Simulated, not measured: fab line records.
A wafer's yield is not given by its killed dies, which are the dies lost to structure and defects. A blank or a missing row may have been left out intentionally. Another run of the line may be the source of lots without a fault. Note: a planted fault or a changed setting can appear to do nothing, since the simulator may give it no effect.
One fault through the eyes of 2 desks | flow gf180mcu | every desk sees just its own numbers, and what lay behind them comes last

FROM THE METROLOGY DESK
Means of the sampled wafers that have a number, per lot and without regard to the tool the lot ran on: this is what the gauges read. If a lot's mean is further than 4 standard deviations from the usual mean, the lot is out of limits and carries the mark OUT (the distance appears in the brackets).
Columns: A = V4_OVL at GF_V4_OVL_MEAS_15, usual 0 nm; B = cd-nm at GF_M5_CD_MEAS_07, usual 279.9 nm
lot  | first seen here | A  | B
L306 | day 24 16:05    | -8 | 280.2
L307 | day 24 23:41    | -3 | 278.9
L312 | day 26 18:11    | 3  | 281.1
L313 | day 26 23:49    | 5  | 281.2
L314 | day 27 06:17    | -2 | 279.8
L315 | day 27 17:09    | -2 | 279.2
L319 | day 28 21:01    | -2 | 278.1
L322 | day 29 14:50    | 7  | 281.2
L324 | day 30 03:32    | -3 | 281.1
L323 | day 30 05:05    | 6  | 279.7
L327 | day 31 02:34    | -2 | 279.3
L328 | day 31 08:24    | -2 | 278.7
Result from this desk: across the 12 lots, nothing is out of limits.

THE TOOL OWNER'S DESK: pvd-sputter-03
At GF_MIM_SPUTTER_04 (material TiN, target thk 50 nm, time 41.7 s) the tool's own readings: per lot run on this tool, the mean of the sampled wafers that have a number. If a lot's mean is further than 4 standard deviations from the usual mean, the lot is out of limits and carries the mark OUT (the distance appears in the brackets).
Columns: A = throttle-valve-pct at GF_MIM_SPUTTER_04, usual 29.8 %
lot  | first seen here | A
L307 | day 25 01:17    | 29.4
L312 | day 26 19:48    | 29.5
L313 | day 27 01:23    | 29.4
L315 | day 27 18:44    | 29.1
L324 | day 30 05:07    | 28.8
L323 | day 30 06:39    | 29.9
L327 | day 31 04:10    | 28.8
Result from this desk: across the 7 lots, nothing is out of limits.

PUT TOGETHER
Nothing out of limits was seen by the metrology desk.
Nothing out of limits was seen by the tool owner's desk.

WHAT THE SIMULATOR PUT IN
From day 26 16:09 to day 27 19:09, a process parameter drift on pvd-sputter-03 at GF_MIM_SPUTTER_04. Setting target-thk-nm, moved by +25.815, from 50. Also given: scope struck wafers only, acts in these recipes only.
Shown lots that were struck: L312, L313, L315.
